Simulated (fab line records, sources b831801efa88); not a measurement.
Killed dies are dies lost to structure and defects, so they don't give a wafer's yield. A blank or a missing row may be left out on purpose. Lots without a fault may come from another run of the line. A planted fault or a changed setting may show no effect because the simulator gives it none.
fab line records | flow sky130 | part 1 of 2: steps 1 to 24 of 35
record lots=5 wafers=15 last_day=49
route steps=708 shown VT_ADJUST_LVTN@110 VT_ADJUST_NCORE@119 VT_ADJUST_HVTR@131 VT_ADJUST_PCH@143
lots that met no fault: from a run of the same line without faults
start_h: hours from the record's first day to the start of the lot's first wafer shown | wait_h: hours since the lot's step before | " the same as in the row above | L1.1+2: a row that stands for several wafers | - no value, or no start given | * or withheld: withheld | < > ~ a bound
route shown NAME@n: a module of which the file shows steps, and the number in the route of the first | usual: mean/standard deviation of fault-free wafers | same: alike in all rows | chamber/n: place in a boat | sites: the reading at each site | _std_site: their standard deviation | _edge_site: outer sites' mean less inner sites' | radius_mm: how far each site lies from the wafer's centre | mask NAME#n: copy n | behind: the tool/chamber that last shaped the wafer | hold: why the lot was held/for how many hours/how that ended | device: the transistor (n, p or np) that didn't switch | end of line: the same wafers' tests at the end of the route | a step without rows: its recipe alone | killed: dies lost to structure and defects at the first sort, not the wafer's yield | map: a wafer's dies, x killed, . not, _ none there
set.NAME: the setting as run; set.NAME@STEP: as run at that earlier step | model.NAME: the simulator's own value behind a step, which no gauge read
lots at some steps of the route; a table a step, a row a wafer
services: from which hour (start_h, from the record's first day; less than 0 if before it) a tool's chamber was out of use, for how many hours, and why
## steps
# step SKY_VT_ADJUST_LVTN_COAT_13
# recipe resist=NOVOLAK spin_rpm=3000 resist_thk_nm=1140
# usual exhaust_pa=45.0/1.1
# columns lot.wafer tool chamber start_h wait_h exhaust_pa
L083.3 litho_track-02 0 212.27 0.1 44.2
L083.4 " 0 " " 43.5
L083.5 " 0 " " 44.2
L084.2 litho_track-04 0 216.59 0.1 46.0
L084.3 " 0 " " 44.8
L084.5 " 0 " " 46.5
L087.3 litho_track-02 0 245.92 0.1 44.1
L087.5 " 0 " " 44.5
L087.6 " 0 " " 46.2
L090.1 litho_track-04 0 259.96 0.1 44.3
L090.2 " 0 " " 45.4
L090.6 " 0 " " 45.1
L094.1 litho_track-04 0 285.26 0.1 46.1
L094.2 " 0 " " 46.0
L094.4 " 0 " " 46.8
# step SKY_VT_ADJUST_LVTN_SOFTBAKE_14
# recipe temp_c=90 time_s=60 resist=NOVOLAK
# usual exhaust_pa=45.1/0.95
# columns lot.wafer tool chamber start_h wait_h exhaust_pa
L083.3 litho_track-02 0 212.42 0.1 44.5
L083.4 " 0 " " 45.1
L083.5 " 0 " " 44.7
L084.2 litho_track-04 0 216.74 0.1 42.5
L084.3 " 0 " " 43.9
L084.5 " 0 " " 44.0
L087.3 litho_track-02 0 246.07 0.1 45.1
L087.5 " 0 " " 45.6
L087.6 " 0 " " 45.2
L090.1 litho_track-04 0 260.11 0.1 45.5
L090.2 " 0 " " 46.2
L090.6 " 0 " " 45.7
L094.1 litho_track-04 0 285.41 0.1 44.9
L094.2 " 0 " " 45.6
L094.4 " 0 " " 45.0
# step SKY_VT_ADJUST_LVTN_EXPOSE_15
# recipe mask_id=HVN_STD_DERIVED na=0.6 source_shape=conventional sigma_outer=0.6 polarization=unpolarized target_cd_nm=600 dose_mj=163
# usual focus_offset_nm=0.0/0.44
# columns lot.wafer tool chamber start_h wait_h mask focus_offset_nm
L083.3 iline_stepper-02 0 - - HVN_STD_DERIVED#0 0.7
L083.4 " 0 " " HVN_STD_DERIVED#0 1.1
L083.5 " 0 " " HVN_STD_DERIVED#0 0.6
L084.2 iline_stepper-02 0 - - HVN_STD_DERIVED#0 -0.2
L084.3 " 0 " " HVN_STD_DERIVED#0 0.1
L084.5 " 0 " " HVN_STD_DERIVED#0 0.5
L087.3 iline_stepper-01 0 - - HVN_STD_DERIVED#0 -0.1
L087.5 " 0 " " HVN_STD_DERIVED#0 0.0
L087.6 " 0 " " HVN_STD_DERIVED#0 -0.4
L090.1 iline_stepper-02 0 - - HVN_STD_DERIVED#0 -0.2
L090.2 " 0 " " HVN_STD_DERIVED#0 -0.3
L090.6 " 0 " " HVN_STD_DERIVED#0 -0.8
L094.1 iline_stepper-01 0 - - HVN_STD_DERIVED#0 -0.4
L094.2 " 0 " " HVN_STD_DERIVED#0 -0.4
L094.4 " 0 " " HVN_STD_DERIVED#0 -0.4
# step SKY_VT_ADJUST_LVTN_PEB_16
# recipe temp_c=withheld time_s=* resist=NOVOLAK
# usual exhaust_pa=45.2/0.76
# columns lot.wafer tool chamber start_h wait_h exhaust_pa
L083.3 litho_track-02 0 - - 45.2
L083.4 " 0 " " 44.5
L083.5 " 0 " " 45.9
L084.2 litho_track-01 0 - - 46.6
L084.3 " 0 " " 46.9
L084.5 " 0 " " 46.3
L087.3 litho_track-02 0 - - 45.6
L087.5 " 0 " " 44.7
L087.6 " 0 " " 44.8
L090.1 litho_track-02 0 - - 45.7
L090.2 " 0 " " 44.2
L090.6 " 0 " " 45.2
L094.1 litho_track-04 0 - - 43.9
L094.2 " 0 " " 45.2
L094.4 " 0 " " 45.2
# step SKY_VT_ADJUST_LVTN_DEVELOP_17
# recipe resist=NOVOLAK developer=TMAH develop_time_s=60 dev_temp_c=23
# usual developer_temp_C=23.03/0.096 exhaust_pa=45.1/0.86
# columns lot.wafer tool chamber start_h wait_h developer_temp_C exhaust_pa
L083.3 litho_track-02 0 223.32 0.1 22.98 45.4
L083.4 " 0 " " 22.99 43.9
L083.5 " 0 " " 23.00 44.8
L084.2 litho_track-01 0 227.91 0.1 23.06 44.9
L084.3 " 0 " " 23.10 44.7
L084.5 " 0 " " 23.04 46.7
L087.3 litho_track-02 0 256.97 0.1 23.07 46.1
L087.5 " 0 " " 22.93 44.1
L087.6 " 0 " " 23.03 46.2
L090.1 litho_track-02 0 271.37 0.1 22.94 44.9
L090.2 " 0 " " 22.93 46.4
L090.6 " 0 " " 23.11 46.0
L094.1 litho_track-04 0 297.66 0.1 22.87 44.5
L094.2 " 0 " " 23.08 45.8
L094.4 " 0 " " 22.94 44.7
# step SKY_VT_ADJUST_LVTN_OVL_MEAS_18
# usual VT_ADJUST_LVTN_01_OVL=-2.0/1.4
# columns lot.wafer tool chamber start_h wait_h VT_ADJUST_LVTN_01_OVL[nm]
L083.3 overlay-01 - 223.43 0.1 -2.0
L083.4 " - " " -0.3
L083.5 " - " " -1.5
L084.2 overlay-02 - 228.04 0.1 -1.0
L084.3 " - " " -1.8
L084.5 " - " " -0.9
L087.3 overlay-01 - 257.08 0.1 -1.2
L087.5 " - " " -2.9
L087.6 " - " " -2.7
L090.1 overlay-01 - 271.52 0.1 -0.7
L090.2 " - " " -1.2
L090.6 " - " " -2.0
L094.1 overlay-02 - 297.81 0.1 -1.4
L094.2 " - " " -1.2
L094.4 " - " " -3.3
# step SKY_VT_ADJUST_LVTN_IMPLANT_19
# recipe species=B energy_kev=30 dose_cm2=6.5e+11 tilt_deg=withheld
# columns lot.wafer tool chamber start_h wait_h
L083.3+4+5 implanter-02 0 223.51 0.1
L084.2+3+5 implanter-02 0 228.10 0.0
L087.3+5+6 implanter-04 0 257.16 0.1
L090.1+2+6 implanter-01 0 271.56 0.0
L094.1+2+4 implanter-01 0 297.85 0.0
# step SKY_VT_ADJUST_LVTN_STRIP_20
# recipe chemistry=O2/N2 power_w=1400 pressure_mtorr=1500 platen_temp_c=withheld o2_flow_sccm=3000 n2_flow_sccm=300 overash_fraction=0.5
# usual drypump_motor_current_A=6.01/0.25 oes_product_au=0.715/0.005 strip_time_to_endpoint_s=14.17/0.046
# columns lot.wafer tool chamber start_h wait_h drypump_motor_current_A oes_product_au rf_hours_counter_h strip_time_to_endpoint_s
L083.3 plasma_asher-04 0 223.64 0.1 6.08 0.715 - 14.12
L083.4 " 1 " " 6.00 0.711 - 14.13
L083.5 " 0 " " 6.06 0.727 - 14.13
L084.2 plasma_asher-02 0 228.22 0.1 6.39 0.714 53 14.23
L084.3 " 0 " " 6.40 0.714 - 14.24
L084.5 " 1 " " 5.52 0.712 - 14.22
L087.3 plasma_asher-02 0 257.29 0.1 6.37 0.716 - 14.12
L087.5 " 0 " " 6.37 0.715 - 14.05
L087.6 " 1 " " 5.51 0.719 - 14.07
L090.1 plasma_asher-02 0 271.71 0.1 6.38 0.716 58 14.13
L090.2 " 1 " " 5.52 0.714 58 14.15
L090.6 " 1 " " 5.52 0.721 - 14.18
L094.1 plasma_asher-03 1 298.00 0.1 5.96 0.717 14 14.16
L094.2 " 0 " " 6.16 0.729 14 14.18
L094.4 " 1 " " 5.92 0.709 - 14.19
# step SKY_VT_ADJUST_LVTN_TW_MEAS_21
# usual VT_ADJUST_LVTN_2_TW=189.4/2.5
# columns lot.wafer tool chamber start_h wait_h VT_ADJUST_LVTN_2_TW
L083.3 film_metro-03 - 223.73 0.1 187.9
L083.4 " - " " 186.6
L083.5 " - " " 187.0
L084.2 film_metro-01 - 228.33 0.1 191.7
L084.3 " - " " 192.8
L084.5 " - " " 192.4
L087.3 film_metro-03 - 257.38 0.1 188.1
L087.5 " - " " 187.1
L087.6 " - " " 187.8
L090.1 film_metro-04 - 271.81 0.1 187.7
L090.2 " - " " 187.9
L090.6 " - " " 186.6
L094.1 film_metro-03 - 298.10 0.1 185.6
L094.2 " - " " 185.8
L094.4 " - " " 186.0
# step SKY_VT_ADJUST_NCORE_DEHYDRATE_00
# recipe temp_c=200 time_s=60
# usual exhaust_pa=45.1/0.95
# columns lot.wafer tool chamber start_h wait_h exhaust_pa
L083.3 litho_track-04 0 234.51 10.8 44.4
L083.4 " 0 " " 45.4
L083.5 " 0 " " 45.7
L084.2 litho_track-02 0 239.54 11.2 46.6
L084.3 " 0 " " 46.9
L084.5 " 0 " " 46.2
L087.3 litho_track-02 0 269.07 11.7 44.6
L087.5 " 0 " " 43.6
L087.6 " 0 " " 45.4
L090.1 litho_track-04 0 283.21 11.4 44.8
L090.2 " 0 " " 44.4
L090.6 " 0 " " 44.8
L094.1 litho_track-02 0 308.67 10.6 46.2
L094.2 " 0 " " 44.4
L094.4 " 0 " " 44.1
# step SKY_VT_ADJUST_NCORE_HMDS_01
# recipe prime_time_s=60 prime_temp_c=120
# usual exhaust_pa=44.9/0.85
# same prime_time_s=60
# columns lot.wafer tool chamber start_h wait_h exhaust_pa
L083.3 litho_track-04 0 234.66 0.1 44.9
L083.4 " 0 " " 44.9
L083.5 " 0 " " 45.2
L084.2 litho_track-02 0 239.69 0.1 46.0
L084.3 " 0 " " 46.0
L084.5 " 0 " " 47.0
L087.3 litho_track-02 0 269.22 0.1 45.6
L087.5 " 0 " " 44.5
L087.6 " 0 " " 46.4
L090.1 litho_track-04 0 283.36 0.1 45.7
L090.2 " 0 " " 45.2
L090.6 " 0 " " 44.6
L094.1 litho_track-02 0 308.82 0.1 44.3
L094.2 " 0 " " 44.2
L094.4 " 0 " " 45.3
# step SKY_VT_ADJUST_NCORE_COAT_02
# recipe resist=NOVOLAK spin_rpm=3000 resist_thk_nm=1140
# usual exhaust_pa=45.0/0.87
# columns lot.wafer tool chamber start_h wait_h exhaust_pa
L083.3 litho_track-04 0 234.81 0.1 46.0
L083.4 " 0 " " 44.9
L083.5 " 0 " " 44.0
L084.2 litho_track-02 0 239.84 0.1 44.8
L084.3 " 0 " " 43.3
L084.5 " 0 " " 45.2
L087.3 litho_track-02 0 269.37 0.1 46.0
L087.5 " 0 " " 45.7
L087.6 " 0 " " 46.9
L090.1 litho_track-04 0 283.51 0.1 45.0
L090.2 " 0 " " 45.7
L090.6 " 0 " " 45.8
L094.1 litho_track-02 0 308.97 0.1 45.9
L094.2 " 0 " " 46.1
L094.4 " 0 " " 44.3
# step SKY_VT_ADJUST_NCORE_SOFTBAKE_03
# recipe temp_c=90 time_s=60 resist=NOVOLAK
# usual exhaust_pa=44.8/0.85
# columns lot.wafer tool chamber start_h wait_h exhaust_pa
L083.3 litho_track-04 0 234.96 0.1 45.8
L083.4 " 0 " " 45.6
L083.5 " 0 " " 44.3
L084.2 litho_track-02 0 239.99 0.1 44.3
L084.3 " 0 " " 44.5
L084.5 " 0 " " 46.0
L087.3 litho_track-02 0 269.52 0.1 42.5
L087.5 " 0 " " 43.2
L087.6 " 0 " " 43.8
L090.1 litho_track-04 0 283.66 0.1 44.0
L090.2 " 0 " " 45.1
L090.6 " 0 " " 43.8
L094.1 litho_track-02 0 309.12 0.1 45.8
L094.2 " 0 " " 44.1
L094.4 " 0 " " 46.4
# step SKY_VT_ADJUST_NCORE_EXPOSE_04
# recipe mask_id=LVTN_COMPLEMENT_THIN na=0.6 source_shape=conventional sigma_outer=0.6 polarization=unpolarized target_cd_nm=380 dose_mj=139
# usual focus_offset_nm=-0.1/0.6
# columns lot.wafer tool chamber start_h wait_h mask focus_offset_nm
L083.3 iline_stepper-02 0 - - LVTN_COMPLEMENT_THIN#0 -0.8
L083.4 " 0 " " LVTN_COMPLEMENT_THIN#0 -0.7
L083.5 " 0 " " LVTN_COMPLEMENT_THIN#0 -0.8
L084.2 iline_stepper-01 0 - - LVTN_COMPLEMENT_THIN#0 -0.5
L084.3 " 0 " " LVTN_COMPLEMENT_THIN#0 0.2
L084.5 " 0 " " LVTN_COMPLEMENT_THIN#0 -0.5
L087.3 iline_stepper-02 0 - - LVTN_COMPLEMENT_THIN#0 0.3
L087.5 " 0 " " LVTN_COMPLEMENT_THIN#0 0.4
L087.6 " 0 " " LVTN_COMPLEMENT_THIN#0 0.5
L090.1 iline_stepper-01 0 - - LVTN_COMPLEMENT_THIN#0 0.2
L090.2 " 0 " " LVTN_COMPLEMENT_THIN#0 0.6
L090.6 " 0 " " LVTN_COMPLEMENT_THIN#0 0.4
L094.1 iline_stepper-02 0 - - LVTN_COMPLEMENT_THIN#0 1.1
L094.2 " 0 " " LVTN_COMPLEMENT_THIN#0 1.8
L094.4 " 0 " " LVTN_COMPLEMENT_THIN#0 0.4
# step SKY_VT_ADJUST_NCORE_PEB_05
# recipe temp_c=withheld time_s=* resist=NOVOLAK
# usual exhaust_pa=45.0/0.91
# columns lot.wafer tool chamber start_h wait_h exhaust_pa
L083.3 litho_track-03 0 - - 45.1
L083.4 " 0 " " 45.6
L083.5 " 0 " " 44.2
L084.2 litho_track-02 0 - - 46.2
L084.3 " 0 " " 45.7
L084.5 " 0 " " 45.5
L087.3 litho_track-02 0 - - 43.7
L087.5 " 0 " " 44.4
L087.6 " 0 " " 43.3
L090.1 litho_track-04 0 - - 46.7
L090.2 " 0 " " 45.5
L090.6 " 0 " " 46.1
L094.1 litho_track-03 0 - - 46.0
L094.2 " 0 " " 45.2
L094.4 " 0 " " 45.8
# step SKY_VT_ADJUST_NCORE_DEVELOP_06
# recipe resist=NOVOLAK developer=TMAH develop_time_s=60 dev_temp_c=23
# usual developer_temp_C=23.01/0.11 exhaust_pa=45.1/0.87
# columns lot.wafer tool chamber start_h wait_h developer_temp_C exhaust_pa
L083.3 litho_track-03 0 246.27 0.1 23.16 45.1
L083.4 " 0 " " 23.02 44.9
L083.5 " 0 " " 23.14 46.4
L084.2 litho_track-02 0 250.84 0.1 23.05 44.5
L084.3 " 0 " " 22.83 44.3
L084.5 " 0 " " 22.98 44.8
L087.3 litho_track-02 0 280.32 0.1 22.98 45.7
L087.5 " 0 " " 23.01 44.8
L087.6 " 0 " " 22.80 44.7
L090.1 litho_track-04 0 295.96 0.1 23.03 47.4
L090.2 " 0 " " 23.06 46.7
L090.6 " 0 " " 23.19 45.6
L094.1 litho_track-03 0 321.52 0.1 23.06 45.2
L094.2 " 0 " " 23.23 44.7
L094.4 " 0 " " 22.96 45.4
# step SKY_VT_ADJUST_NCORE_CD_MEAS_07
# recipe target_cd_nm=380
# usual cd_nm=380.0/2.4
# columns lot.wafer tool chamber start_h wait_h cd_nm
L083.3 cd_sem-01 - 246.41 0.1 383.3
L083.4 " - " " 382.1
L083.5 " - " " 380.9
L084.2 cd_sem-01 - 250.99 0.1 382.3
L084.3 " - " " 382.5
L084.5 " - " " 379.2
L087.3 cd_sem-02 - 280.46 0.1 381.1
L087.5 " - " " 382.4
L087.6 " - " " 377.9
L090.1 cd_sem-01 - 296.11 0.1 379.3
L090.2 " - " " 380.0
L090.6 " - " " 383.1
L094.1 cd_sem-02 - 321.67 0.1 377.5
L094.2 " - " " 377.2
L094.4 " - " " 378.6
# step SKY_VT_ADJUST_NCORE_OVL_MEAS_08
# usual VT_ADJUST_NCORE_OVL=-0.7/1.5
# columns lot.wafer tool chamber start_h wait_h VT_ADJUST_NCORE_OVL[nm]
L083.3 overlay-01 - 246.50 0.1 -1.0
L083.4 " - " " -0.5
L083.5 " - " " -1.1
L084.2 overlay-01 - 251.10 0.1 -2.1
L084.3 " - " " -3.9
L084.5 " - " " -3.6
L087.3 overlay-02 - 280.55 0.1 -0.6
L087.5 " - " " 0.4
L087.6 " - " " 0.1
L090.1 overlay-02 - 296.23 0.1 -0.6
L090.2 " - " " 1.0
L090.6 " - " " -1.7
L094.1 overlay-01 - 321.79 0.1 -1.2
L094.2 " - " " 0.0
L094.4 " - " " -0.1
# step SKY_VT_ADJUST_NCORE_IMPLANT_09
# recipe species=B energy_kev=10 dose_cm2=2.4e+12 tilt_deg=withheld
# columns lot.wafer tool chamber start_h wait_h
L083.3+4+5 implanter-03 0 246.57 0.1
L084.2+3+5 implanter-03 0 251.15 0.0
L087.3+5+6 implanter-03 0 280.63 0.1
L090.1+2+6 implanter-01 0 296.30 0.1
L094.1+2+4 implanter-01 0 321.82 0.0
# step SKY_VT_ADJUST_NCORE_STRIP_10
# recipe chemistry=O2/N2 power_w=1400 pressure_mtorr=1500 platen_temp_c=withheld o2_flow_sccm=3000 n2_flow_sccm=300 overash_fraction=0.5
# usual drypump_motor_current_A=5.98/0.14 oes_product_au=0.716/0.0047 strip_time_to_endpoint_s=14.16/0.045
# columns lot.wafer tool chamber start_h wait_h drypump_motor_current_A oes_product_au rf_hours_counter_h strip_time_to_endpoint_s
L083.3 plasma_asher-01 1 246.71 0.1 5.76 0.720 - 14.18
L083.4 " 0 " " 5.72 0.712 - 14.23
L083.5 " 0 " " 5.72 0.713 - 14.21
L084.2 plasma_asher-04 0 251.28 0.1 6.06 0.723 44 14.16
L084.3 " 0 " " 6.08 0.717 - 14.16
L084.5 " 1 " " 5.98 0.711 - 14.13
L087.3 plasma_asher-03 0 280.76 0.1 6.15 0.714 - 14.10
L087.5 " 0 " " 6.18 0.714 - 14.11
L087.6 " 1 " " 5.93 0.719 - 14.04
L090.1 plasma_asher-04 0 296.45 0.1 6.05 0.712 48 14.15
L090.2 " 1 " " 5.99 0.713 48 14.17
L090.6 " 0 " " 6.06 0.717 - 14.17
L094.1 plasma_asher-03 1 321.97 0.1 6.02 0.719 16 14.18
L094.2 " 0 " " 6.13 0.715 16 14.16
L094.4 " 0 " " 6.17 0.716 - 14.19
# step SKY_VT_ADJUST_NCORE_TW_MEAS_11
# usual VT_ADJUST_NCORE_TW=218.6/1.2
# columns lot.wafer tool chamber start_h wait_h VT_ADJUST_NCORE_TW
L083.3 film_metro-04 - 246.79 0.1 218.8
L083.4 " - " " 217.7
L083.5 " - " " 217.7
L084.2 film_metro-03 - 251.39 0.1 218.2
L084.3 " - " " 218.1
L084.5 " - " " 218.1
L087.3 film_metro-02 - 280.85 0.1 218.6
L087.5 " - " " 218.9
L087.6 " - " " 219.3
L090.1 film_metro-04 - 296.55 0.1 217.2
L090.2 " - " " 216.8
L090.6 " - " " 216.8
L094.1 film_metro-02 - 322.07 0.1 220.1
L094.2 " - " " 219.6
L094.4 " - " " 219.8
# step SKY_VT_ADJUST_HVTR_DEHYDRATE_00
# recipe temp_c=200 time_s=60
# usual exhaust_pa=44.9/0.98
# columns lot.wafer tool chamber start_h wait_h exhaust_pa
L083.3 litho_track-03 0 257.87 11.1 44.9
L083.4 " 0 " " 44.9
L083.5 " 0 " " 45.6
L084.2 litho_track-03 0 263.34 11.9 45.4
L084.3 " 0 " " 45.3
L084.5 " 0 " " 45.4
L087.3 litho_track-01 0 292.79 11.9 44.6
L087.5 " 0 " " 46.0
L087.6 " 0 " " 45.6
L090.1 litho_track-03 0 307.07 10.5 43.3
L090.2 " 0 " " 44.1
L090.6 " 0 " " 44.7
L094.1 litho_track-03 0 333.72 11.6 44.0
L094.2 " 0 " " 43.4
L094.4 " 0 " " 43.5
# step SKY_VT_ADJUST_HVTR_HMDS_01
# recipe prime_time_s=60 prime_temp_c=120
# usual exhaust_pa=45.2/1
# same prime_time_s=60
# columns lot.wafer tool chamber start_h wait_h exhaust_pa
L083.3 litho_track-03 0 258.02 0.1 44.3
L083.4 " 0 " " 43.5
L083.5 " 0 " " 44.0
L084.2 litho_track-03 0 263.49 0.1 45.9
L084.3 " 0 " " 47.1
L084.5 " 0 " " 45.4
L087.3 litho_track-01 0 292.94 0.1 45.8
L087.5 " 0 " " 45.2
L087.6 " 0 " " 45.5
L090.1 litho_track-03 0 307.22 0.1 45.4
L090.2 " 0 " " 45.9
L090.6 " 0 " " 44.9
L094.1 litho_track-03 0 333.87 0.1 45.7
L094.2 " 0 " " 45.5
L094.4 " 0 " " 44.5
# step SKY_VT_ADJUST_HVTR_COAT_02
# recipe resist=NOVOLAK spin_rpm=3000 resist_thk_nm=1140
# usual exhaust_pa=44.8/0.95
# columns lot.wafer tool chamber start_h wait_h exhaust_pa
L083.3 litho_track-03 0 258.17 0.1 46.8
L083.4 " 0 " " 44.9
L083.5 " 0 " " 44.6
L084.2 litho_track-03 0 263.64 0.1 45.3
L084.3 " 0 " " 43.6
L084.5 " 0 " " 44.3
L087.3 litho_track-01 0 293.09 0.1 44.8
L087.5 " 0 " " 44.7
L087.6 " 0 " " 44.1
L090.1 litho_track-03 0 307.37 0.1 42.7
L090.2 " 0 " " 44.6
L090.6 " 0 " " 42.5
L094.1 litho_track-03 0 334.02 0.1 44.3
L094.2 " 0 " " 44.7
L094.4 " 0 " " 44.4
